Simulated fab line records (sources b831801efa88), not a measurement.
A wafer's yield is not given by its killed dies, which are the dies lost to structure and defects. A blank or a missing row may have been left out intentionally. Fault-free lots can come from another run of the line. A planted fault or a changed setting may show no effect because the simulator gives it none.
fab line records	flow sky130
record lots=6	wafers=18	last_day=50
route steps=708 shown POLY_GATE@222
lots that met no fault: from a run of the same line without faults
start_h: hours from the record's opening day to when the first of the lot's shown wafers began	wait_h: hours since the lot's step before	" the same as in the row above	L1.1+2: a single row standing in for several wafers	- value missing, or start not given	* or withheld: withheld	< > ~ a bound
route shown NAME@n: NAME is a module with steps in the file, n the number in the route of the first one	usual: mean and standard deviation over wafers with no fault	same: alike in all rows	chamber/n: place in a boat	sites: readings site by site	_std_site: standard deviation across them	_edge_site: outer sites' mean less inner sites'	radius_mm: how far each site lies from the wafer's centre	mask NAME#n: copy n	behind: tool/chamber where the wafer was last shaped	hold: why the lot went on hold/how many hours it stayed there/how the hold came to an end	device: the transistor (n, p or np) that didn't switch	end of line: the same wafers' tests at the end of the route	step lacking rows: just its recipe	killed: at the first sort, the dies lost to defects and structure; wafer yield is something else	map: a wafer's dies, x killed, . not, _ none there
set.NAME: setting as actually run; set.NAME@STEP: the setting as run at that earlier step	model.NAME: the simulator's own value behind a step, which no gauge read
certain route steps with their lots: each step a table, each wafer a row
services: the hour from which a tool's chamber was out of use, counted from the record's first day as start_h (under 0 if before that day), plus the number of hours and why
## steps
# step SKY_POLY_GATE_COAT_08
# recipe resist=KrF-thick	spin_rpm=3000	resist_thk_nm=450
# step SKY_POLY_GATE_SOFTBAKE_09
# recipe temp_c=100	time_s=90	resist=KrF-thick
# step SKY_POLY_GATE_EXPOSE_10
# recipe mask_id=P1M	na=0.68	source_shape=conventional	sigma_outer=0.6	target_cd_nm=150	dose_mj=28
# step SKY_POLY_GATE_PEB_11
# recipe peb_temp_c=withheld	peb_time_s=withheld	resist=KrF-thick
# step SKY_POLY_GATE_DEVELOP_12
# recipe develop_time_s=60	resist=KrF-thick	dev_temp_c=21
# step SKY_POLY_GATE_CD_MEAS_13
# recipe target_cd_nm=150
# usual cd_nm=150.2/1.4
lot.wafer	tool	chamber	start_h	wait_h	cd_nm
L609.1	cd_sem-02	-	401.89	-	149.5
L609.3	"	-	"	"	149.2
L609.5	"	-	"	"	149.8
L614.1	cd_sem-02	-	461.53	-	148.6
L614.2	"	-	"	"	149.0
L614.3	"	-	"	"	149.2
L615.1	cd_sem-01	-	480.38	-	149.8
L615.3	"	-	"	"	151.0
L615.4	"	-	"	"	149.7
L624.2	cd_sem-01	-	545.45	-	148.7
L624.4	"	-	"	"	149.0
L624.6	"	-	"	"	149.7
L623.1	cd_sem-01	-	545.94	-	148.7
L623.2	"	-	"	"	149.5
L623.6	"	-	"	"	148.3
L628.2	cd_sem-02	-	568.46	-	149.0
L628.4	"	-	"	"	149.3
L628.6	"	-	"	"	149.0
# step SKY_POLY_GATE_OVL_MEAS_14
# usual POLY_GATE_OVL=-1/5.7
lot.wafer	tool	chamber	start_h	wait_h	POLY_GATE_OVL[nm]
L609.1	overlay-02	-	402.01	0.1	0
L609.3	"	-	"	"	-7
L609.5	"	-	"	"	-3
L614.1	overlay-01	-	461.65	0.1	3
L614.2	"	-	"	"	4
L614.3	"	-	"	"	2
L615.1	overlay-01	-	480.50	0.1	2
L615.3	"	-	"	"	1
L615.4	"	-	"	"	-4
L624.2	overlay-01	-	545.56	0.1	-2
L624.4	"	-	"	"	-2
L624.6	"	-	"	"	-5
L623.1	overlay-02	-	546.06	0.1	-1
L623.2	"	-	"	"	-3
L623.6	"	-	"	"	-12
L628.2	overlay-02	-	568.57	0.1	6
L628.4	"	-	"	"	7
L628.6	"	-	"	"	1
# step SKY_POLY_GATE_ETCH_15
# recipe chemistry=N2/H2	target=BARC	ion_energy_ev=200	source_w=500	bias_w=100	pressure_mtorr=30	n2_flow_sccm=100	h2_flow_sccm=200	stop_on=SiO2	time_s=118.5	target_depth_a=1100
# usual drypump_motor_current_A=5.5/0.47	oes_product_au=0.717/0.0043	throttle_valve_pct=13.212/0.0088
# same time_s=118.5
lot.wafer	tool	chamber	start_h	wait_h	drypump_motor_current_A	oes_product_au	rf_hours_counter_h	throttle_valve_pct
L609.1	rie_diel-04	3	402.04	0.0	6.0	0.724	0	13.206
L609.3	"	2	"	"	4.9	0.718	15	13.218
L609.5	"	3	"	"	6.0	0.715	-	13.207
L614.1	rie_diel-04	3	461.68	0.0	6.0	0.722	1	13.199
L614.2	"	2	"	"	4.9	0.721	15	13.214
L614.3	"	1	"	"	5.0	0.720	54	13.195
L615.1	rie_diel-01	0	480.53	0.0	5.8	0.721	18	13.212
L615.3	"	3	"	"	5.5	0.712	93	13.212
L615.4	"	1	"	"	5.6	0.711	16	13.215
L624.2	rie_diel-01	0	545.59	0.0	5.8	0.716	19	13.219
L624.4	"	2	"	"	4.8	0.719	32	13.221
L624.6	"	2	"	"	4.8	0.726	-	13.199
L623.1	rie_diel-04	1	546.10	0.0	5.0	0.719	56	13.213
L623.2	"	0	"	"	5.4	0.718	41	13.220
L623.6	"	0	"	"	5.4	0.721	-	13.203
L628.2	rie_diel-04	3	568.60	0.0	5.9	0.720	3	13.210
L628.4	"	0	"	"	5.4	0.715	42	13.213
L628.6	"	2	"	"	4.9	0.726	-	13.212
# step SKY_POLY_GATE_ETCH_16
# recipe stop_on=poly-Si	chemistry=CH3F/O2	target=Si3N4	source_w=400	bias_w=80	pressure_mtorr=25	ch3f_flow_sccm=40	O2_flow_sccm=30	time_s=147.5	target_depth_a=750
# usual O2_flow_sccm=30.00/0.089	drypump_motor_current_A=5.5/0.47	oes_product_au=0.641/0.0054	throttle_valve_pct=10.534/0.0092
# same time_s=147.5
lot.wafer	tool	chamber	start_h	wait_h	O2_flow_sccm	drypump_motor_current_A	oes_product_au	rf_hours_counter_h	throttle_valve_pct
L609.1	rie_diel-04	3	402.12	0.0	30.04	5.9	0.634	0	10.531
L609.3	"	2	"	"	30.15	4.9	0.638	15	10.543
L609.5	"	3	"	"	30.03	5.9	0.639	-	10.524
L614.1	rie_diel-04	3	461.77	0.0	30.15	6.0	0.650	1	10.542
L614.2	"	2	"	"	30.06	4.9	0.647	15	10.547
L614.3	"	1	"	"	30.12	4.9	0.650	54	10.548
L615.1	rie_diel-01	0	480.62	0.0	29.98	5.8	0.640	18	10.554
L615.3	"	3	"	"	30.05	5.5	0.636	93	10.536
L615.4	"	1	"	"	30.07	5.6	0.640	16	10.539
L624.2	rie_diel-01	0	545.67	0.0	29.85	5.8	0.641	19	10.536
L624.4	"	2	"	"	30.08	4.8	0.645	32	10.543
L624.6	"	2	"	"	30.17	4.8	0.636	-	10.524
L623.1	rie_diel-04	1	546.18	0.0	29.78	5.0	0.637	56	10.534
L623.2	"	0	"	"	29.97	5.4	0.646	41	10.535
L623.6	"	0	"	"	30.02	5.5	0.640	-	10.529
L628.2	rie_diel-04	3	568.68	0.0	30.08	6.0	0.648	3	10.526
L628.4	"	0	"	"	30.10	5.4	0.640	42	10.532
L628.6	"	2	"	"	30.11	4.9	0.645	-	10.525
# step SKY_POLY_GATE_ETCH_17
# recipe target_depth_nm=180	stop_on=SiO2	over_etch_frac=0.56667	chemistry=HBr/Cl2	target=poly-Si	icp_w=400	bias_w=100	pressure_mtorr=10	HBr_flow_sccm=150	Cl2_flow_sccm=50	time_s=70.5
# usual HBr_flow_sccm=150.0/0.45	drypump_motor_current_A=5.82/0.28	oes_product_au=0.984/0.0075	throttle_valve_pct=33.685/0.0097
# same time_s=70.5
lot.wafer	tool	chamber	start_h	wait_h	HBr_flow_sccm	drypump_motor_current_A	oes_product_au	rf_hours_counter_h	throttle_valve_pct
L609.1	rie_si-02	0	402.22	0.0	149.6	5.97	0.996	1	33.679
L609.3	"	2	"	"	149.7	5.38	0.979	32	33.685
L609.5	"	3	"	"	150.8	6.01	0.992	-	33.692
L614.1	rie_si-01	2	461.86	0.0	149.0	5.94	0.986	2	33.702
L614.2	"	0	"	"	150.0	5.47	0.980	2	33.685
L614.3	"	3	"	"	149.2	6.27	0.978	19	33.683
L615.1	rie_si-01	0	480.71	0.0	149.5	5.44	0.980	3	33.680
L615.3	"	3	"	"	150.1	6.29	0.982	19	33.685
L615.4	"	2	"	"	149.9	5.93	0.991	2	33.688
L624.2	rie_si-01	3	545.77	0.0	150.3	6.31	1.000	19	33.671
L624.4	"	1	"	"	150.6	5.89	0.978	1	33.670
L624.6	"	0	"	"	150.3	5.48	0.981	-	33.698
L623.1	rie_si-02	0	546.28	0.0	149.2	5.96	0.984	2	33.665
L623.2	"	3	"	"	150.7	6.03	0.981	1	33.684
L623.6	"	3	"	"	150.3	6.03	0.988	-	33.679
L628.2	rie_si-02	1	568.78	0.0	150.0	5.71	0.980	4	33.678
L628.4	"	3	"	"	150.0	5.96	0.991	2	33.692
L628.6	"	3	"	"	150.1	5.98	0.984	-	33.678
# step SKY_POLY_GATE_STRIP_18
# recipe chemistry=O2/N2	power_w=1400	pressure_mtorr=1500	platen_temp_c=withheld	o2_flow_sccm=3000	n2_flow_sccm=300	overash_fraction=0.5
# usual drypump_motor_current_A=5.6/0.59	oes_product_au=0.361/0.005	strip_time_to_endpoint_s=3.17/0.038
lot.wafer	tool	chamber	start_h	wait_h	drypump_motor_current_A	oes_product_au	rf_hours_counter_h	strip_time_to_endpoint_s
L609.1	plasma_asher-04	0	402.28	0.0	5.9	0.359	60	3.15
L609.3	"	1	"	"	5.0	0.364	-	3.25
L609.5	"	0	"	"	5.9	0.354	-	3.17
L614.1	plasma_asher-04	0	461.92	0.0	5.8	0.363	66	3.10
L614.2	"	1	"	"	5.0	0.370	66	3.24
L614.3	"	1	"	"	4.9	0.350	-	3.11
L615.1	plasma_asher-01	0	480.77	0.0	6.4	0.355	78	3.19
L615.3	"	1	"	"	5.0	0.359	-	3.13
L615.4	"	0	"	"	6.4	0.362	-	3.11
L624.2	plasma_asher-04	1	545.83	0.0	5.0	0.361	74	3.17
L624.4	"	1	"	"	5.0	0.369	-	3.21
L624.6	"	1	"	"	5.0	0.361	-	3.24
L623.1	plasma_asher-01	0	546.34	0.0	6.4	0.359	84	3.17
L623.2	"	1	"	"	5.0	0.359	84	3.17
L623.6	"	0	"	"	6.4	0.366	-	3.21
L628.2	plasma_asher-01	1	568.84	0.0	5.0	0.367	87	3.18
L628.4	"	0	"	"	6.4	0.365	-	3.17
L628.6	"	1	"	"	5.0	0.357	-	3.22
# step SKY_POLY_GATE_CLEAN_19
# recipe chemistry=SC1/SC2	mix=1:4:20	temp_c=70	time_s=150	dry=n2_spin
# step SKY_POLY_GATE_OXIDATION_20
# recipe temp_c=850	ambient=O2	stabilise_s=600	purge_s=300	target_thk_a=40	ox_time_s=899
# usual ox_temp_c=849.9/0.4	ox_temp_c_max=854.3/0.9	spike_tc_centre_C=850.0/1.5	zone_power_lower_pct=15.4/1.6
lot.wafer	tool	chamber	start_h	wait_h	ox_temp_c	ox_temp_c_max	spike_tc_centre_C	zone_power_lower_pct
L609.1	furnace-02	0	410.55	8.1	850.2	855.8	852.4	17.5
L609.3	"	0	"	"	850.0	854.5	850.3	17.4
L609.5	"	0	"	"	849.5	854.8	851.0	17.2
L614.1	furnace-01	-	467.17	5.1	-	-	-	-
L614.2	"	-	"	"	-	-	-	-
L614.3	"	-	"	"	-	-	-	-
L615.1	furnace-01	-	483.95	3.0	-	-	-	-
L615.3	"	-	"	"	-	-	-	-
L615.4	"	-	"	"	-	-	-	-
L623.1	furnace-01	0	547.27	0.8	849.6	854.8	849.7	14.4
L623.2	"	0	"	"	850.2	855.0	848.4	13.9
L623.6	"	0	"	"	849.5	853.2	848.4	14.2
L624.2	furnace-01	0	547.27	1.3	849.8	853.8	851.0	13.9
L624.4	"	0	"	"	849.2	852.6	850.6	14.2
L624.6	"	0	"	"	849.9	854.6	850.3	14.2
L628.2	furnace-01	0	568.99	0.0	849.9	854.5	847.5	14.1
L628.4	"	0	"	"	849.7	853.6	848.5	14.0
L628.6	"	0	"	"	850.0	854.6	848.2	14.2
# step SKY_POLY_GATE_CD_MEAS_22
# usual cd_nm=150.7/2.1
lot.wafer	tool	chamber	start_h	wait_h	cd_nm
L609.1	cd_sem-02	-	411.86	0.1	150.5
L609.3	"	-	"	"	148.8
L609.5	"	-	"	"	149.8
L614.1	cd_sem-02	-	468.48	0.1	150.2
L614.2	"	-	"	"	152.8
L614.3	"	-	"	"	150.0
L615.1	cd_sem-02	-	485.26	0.1	151.7
L615.3	"	-	"	"	154.2
L615.4	"	-	"	"	150.8
L624.2	cd_sem-01	-	548.62	0.1	149.6
L624.4	"	-	"	"	149.9
L624.6	"	-	"	"	150.9
L623.1	cd_sem-01	-	548.76	0.2	151.8
L623.2	"	-	"	"	151.9
L623.6	"	-	"	"	151.3
L628.2	cd_sem-02	-	570.33	0.1	148.7
L628.4	"	-	"	"	151.7
L628.6	"	-	"	"	148.9
## services
tool	chamber	start_h	hours	kind
rie_si-01	3	391.24	15.0	repair
rie_diel-04	-	403.34	14.6	pm
rie_si-01	-	408.11	0.6	repair
furnace-02	-	420.41	17.9	pm
rie_diel-04	2	429.45	7.3	repair
furnace-02	-	438.30	2.9	pm
plasma_asher-01	-	440.68	2.9	repair
rie_si-01	-	448.23	2.8	pm
rie_si-02	0	463.99	7.0	repair
rie_diel-01	1	481.52	1.5	repair
rie_diel-01	3	492.37	-	clean
rie_diel-01	3	492.37	22.8	scheduled_down
rie_diel-01	3	492.37	22.8	vent_cycle
furnace-01	-	506.05	4.1	pm
furnace-01	-	526.06	3.0	pm
rie_si-02	3	533.55	2.9	repair
rie_si-01	2	537.80	1.9	repair
rie_diel-01	3	551.03	62.2	repair
furnace-02	-	553.31	12.7	pm
rie_diel-01	0	553.52	1.7	repair
rie_diel-01	0	565.22	18.6	repair
furnace-02	-	566.04	3.0	pm
## key
first_sign step=SKY_POLY_GATE_OXIDATION_20	reading=tool_record	direction=missing
effect none on later readings
met_at SKY_POLY_GATE_OXIDATION_20
struck_wafers L614.1,L614.2,L614.3,L615.1,L615.3,L615.4
later_rows_left_out L614.1,L614.2,L614.3,L615.1,L615.3,L615.4
sort_left_out L614.1,L614.2,L614.3,L615.1,L615.3,L615.4
tester_left_out L614,L615
fault kind=skipped_step_whole	tool=furnace-01	chamber=-	onset_h=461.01	steps=SKY_POLY_GATE_OXIDATION_20	scope=struck_lots_only
# tester_left_out: of these lots the tester's yield and bins aren't shown, on N5 and GAA mostly nor the transistor test; their killed dies are dies lost to structure and defects alone, not to doping, threshold or leakage, so they don't give the yield
# sort_left_out: the simulated sort isn't trusted on such a fault, so these wafers' sort isn't shown, and their yield isn't known
# later_rows_left_out: the simulator's readings of these wafers behind a module that went badly wrong aren't trusted and aren't shown, but for the sort
